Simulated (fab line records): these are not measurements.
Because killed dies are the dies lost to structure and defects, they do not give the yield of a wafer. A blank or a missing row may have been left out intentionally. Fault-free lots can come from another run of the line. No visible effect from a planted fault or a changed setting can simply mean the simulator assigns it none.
Tool commonality check | flow gf180mcu | 8 lots and 24 wafers in the sample

== REASON IT WAS OPENED ==
GF_VT_IMPLANT_RS_MEAS_48, reading LVPWELL_RS: flagged on 3 of 8 lots. Wafers without a fault read 1197.5 ohm/sq, standard deviation 2.5.
Rule: a lot is flagged in two cases, either no wafer of it has a number, or all its wafers with numbers fall more than 4 standard deviations from that mean. The other lots count as sound.

lot  | measured     | on           | LVPWELL_RS (ohm/sq), wafer by wafer | flag
L355 | day 7 13:35  | filmMetro-03 | 1196.0 1195.2 1200.1                | 
L356 | day 7 19:31  | filmMetro-01 | 1197.5 1194.6 1195.0                | 
L357 | day 8 01:21  | filmMetro-01 | 1200.1 1199.4 1200.4                | 
L358 | day 8 11:53  | filmMetro-01 | 1203.9 1200.5 1203.7                | 
L364 | day 10 04:50 | filmMetro-02 | 1243.2 1245.2 1242.1                | FLAGGED
L365 | day 10 15:01 | filmMetro-01 | 1243.2 1249.5 1246.9                | FLAGGED
L366 | day 10 20:47 | filmMetro-01 | 1244.7 1244.9 1247.1                | FLAGGED
L378 | day 14 11:28 | filmMetro-02 | 1196.3 1199.4 1198.2                | 
Average over the flagged lots: 1245.2 ohm/sq; offset from the usual +47.7 ohm/sq, equal to +19 standard deviations.

== WHICH TOOL RAN EACH LOT ==
Before the reading, the record contains 2 process steps out of a 602-step route. Each cell gives the tool, then ch followed by the chambers the sampled wafers passed through, then the start.
lot  | flag    | GF_DNWELL_STRIP_08                 | GF_LVPWELL_IMPLANT_09
L355 |         | plasmaAsher-01 ch 0,1, day 2 21:03 | implanter-02 ch 0, day 3 20:59
L356 |         | plasmaAsher-03 ch 0,1, day 3 01:05 | implanter-02 ch 0, day 4 02:28
L357 |         | plasmaAsher-03 ch 0,1, day 3 05:39 | implanter-02 ch 0, day 4 07:01
L358 |         | plasmaAsher-03 ch 0, day 3 12:45   | implanter-01 ch 0, day 4 14:25
L364 | FLAGGED | plasmaAsher-01 ch 0,1, day 4 15:32 | implanter-02 ch 0, day 5 20:22
L365 | FLAGGED | plasmaAsher-02 ch 0,1, day 4 23:44 | implanter-02 ch 0, day 6 05:09
L366 | FLAGGED | plasmaAsher-02 ch 0,1, day 5 04:18 | implanter-02 ch 0, day 6 09:19
L378 |         | plasmaAsher-03 ch 0,1, day 7 21:38 | implanter-04 ch 0, day 9 09:53
These steps, and what they do:
- GF_DNWELL_STRIP_08: strips in O2/N2.
- GF_LVPWELL_IMPLANT_09
- GF_VT_IMPLANT_RS_MEAS_48: measures by four-point-probe.

== FLAGGED AGAINST TOTAL, ONE TOOL AT A TIME (gauges that did the reading follow at the end) ==
step                     | tool           | lots run | flagged | share of the flagged lots | sound lots run after its first flagged lot
GF_DNWELL_STRIP_08       | plasmaAsher-01 | 2        | 1       | some                      | 0
GF_DNWELL_STRIP_08       | plasmaAsher-02 | 2        | 2       | some                      | 0
GF_DNWELL_STRIP_08       | plasmaAsher-03 | 4        | 0       | none                      | -
GF_LVPWELL_IMPLANT_09    | implanter-01   | 1        | 0       | none                      | -
GF_LVPWELL_IMPLANT_09    | implanter-02   | 6        | 3       | all                       | 0
GF_LVPWELL_IMPLANT_09    | implanter-04   | 1        | 0       | none                      | -
GF_VT_IMPLANT_RS_MEAS_48 | filmMetro-01   | 5        | 2       | some                      | 0
GF_VT_IMPLANT_RS_MEAS_48 | filmMetro-02   | 2        | 1       | some                      | 1 (L378)
GF_VT_IMPLANT_RS_MEAS_48 | filmMetro-03   | 1        | 0       | none                      | -

== WHAT IS ALLOWED BY THE TABLE ==
In the table, 1 row covers all flagged lots: implanter-02 at GF_LVPWELL_IMPLANT_09.
- implanter-02 at GF_LVPWELL_IMPLANT_09 ran 6 lots, 3 of them flagged. A fault beginning between L357 (day 4 07:01), its last sound lot, and L364 (day 5 20:22), its first flagged one, fits the data. Its own readings (doseIonsCm2, faradayCurrentUA) fall more than 4 standard deviations out on all wafers of the flagged lots.
Left over: one tool, implanter-02 at GF_LVPWELL_IMPLANT_09.

== WHAT THE SIMULATOR PUT IN ==
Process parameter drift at GF_LVPWELL_IMPLANT_09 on implanter-02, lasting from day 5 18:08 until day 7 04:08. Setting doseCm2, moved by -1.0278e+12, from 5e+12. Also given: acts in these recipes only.
Struck lots among those shown: L364, L365, L366. The rule given above showed the same thing.
